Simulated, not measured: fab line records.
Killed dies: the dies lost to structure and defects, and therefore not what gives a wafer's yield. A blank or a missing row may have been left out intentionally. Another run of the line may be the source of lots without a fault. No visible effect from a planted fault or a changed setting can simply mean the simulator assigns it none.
Chamber matching | flow sky130 | 4 sister chambers for SKY_VIA2_CMP_02 on cmp-01
The step polishes SiO2. 4 wafers are shown with their chamber, then 7 later ones without.

## EACH WAFER AND ITS CHAMBER
wafer  | chamber | motor current A (A)
L188.4 | 3       | 13.1
L189.1 | 0       | 12.5
L190.6 | 2       | 10.9
L193.5 | 1       | 11.9

## WAFERS WITHOUT THEIR CHAMBER
wafer  | motor current A (A)
L193.6 | 11.5
L194.4 | 11.5
L194.5 | 11.2
L194.6 | 11.6
L195.3 | 11.3
L195.4 | 11.4
L195.6 | 11.5

## WHICH CHAMBER EACH ONE RAN IN
wafer  | from the rows above          | in truth
L193.6 | can't be placed: 1 or 2 or 0 | 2
L194.4 | can't be placed: 1 or 2 or 0 | 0
L194.5 | can't be placed: 2 or 1      | 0
L194.6 | can't be placed: 1 or 2 or 0 | 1
L195.3 | can't be placed: 2 or 1      | 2
L195.4 | can't be placed: 1 or 2 or 0 | 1
L195.6 | can't be placed: 1 or 2 or 0 | 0
Placed correctly: 0 of 7. Not placeable from these rows: 7 (in 6, the candidates include the true chamber). Placed wrongly: 0.
How it was worked out, from the rows above alone: a wafer's distance from a chamber is the root of the sum, over the readings, of the square of ((its reading less the chamber's mean) divided by the reading's scatter). If the next closest chamber is less than 2 further off than the closest, the wafer can't be placed; otherwise it belongs to the closest. A chamber's mean is the mean of its shown wafers. The scatter (one wafer shown for each chamber): square how far every hidden wafer sits from the nearest shown wafer, average those squares and take the square root.
